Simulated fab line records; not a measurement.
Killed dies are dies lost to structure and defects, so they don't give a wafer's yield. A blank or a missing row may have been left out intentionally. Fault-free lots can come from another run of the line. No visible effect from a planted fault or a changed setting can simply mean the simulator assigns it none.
Matching of chambers :: flow sfqLine :: cmp-02 running SFQ_TRILAYER_I0_CMP_CMP_028: 4 sister chambers
The step polishes SiO2. 4 wafers are shown with their chamber, then 7 later ones without.

## WAFERS PAIRED WITH THEIR CHAMBERS
wafer: L424.2
chamber: 0
motorCurrentA (A): 8.8

wafer: L424.6
chamber: 2
motorCurrentA (A): 9.9

wafer: L432.4
chamber: 3
motorCurrentA (A): 12.1

wafer: L432.3
chamber: 1
motorCurrentA (A): 10.2

## WAFERS WITH NO CHAMBER GIVEN
wafer: L432.5
motorCurrentA (A): 12.4

wafer: L440.2
motorCurrentA (A): 10.0

wafer: L440.5
motorCurrentA (A): 12.7

wafer: L440.6
motorCurrentA (A): 10.0

wafer: L444.1
motorCurrentA (A): 10.0

wafer: L444.4
motorCurrentA (A): 10.3

wafer: L444.6
motorCurrentA (A): 10.7

## THE CHAMBER EACH PASSED THROUGH
wafer: L432.5
from the rows above: 3
in truth: 3

wafer: L440.2
from the rows above: can't be placed: 2 or 1
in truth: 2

wafer: L440.5
from the rows above: 3
in truth: 3

wafer: L440.6
from the rows above: can't be placed: 2 or 1
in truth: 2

wafer: L444.1
from the rows above: can't be placed: 2 or 1
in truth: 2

wafer: L444.4
from the rows above: can't be placed: 1 or 2
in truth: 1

wafer: L444.6
from the rows above: can't be placed: 1 or 2
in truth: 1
Correct placement for 2 of the 7. These rows do not allow placing 5 (true chamber among the candidates in 5). Placed wrongly: 0.
How it was worked out, from the rows above alone: a wafer's distance from a chamber is the root of the sum, over the readings, of the square of ((its reading less the chamber's mean) divided by the reading's scatter). If the next closest chamber is less than 2 further off than the closest, the wafer can't be placed; otherwise it belongs to the closest. The mean given for a chamber averages the wafers shown for that chamber. The scatter: with one shown wafer a chamber, the root of the mean of the squares of how far each hidden wafer lies from its nearest shown one.
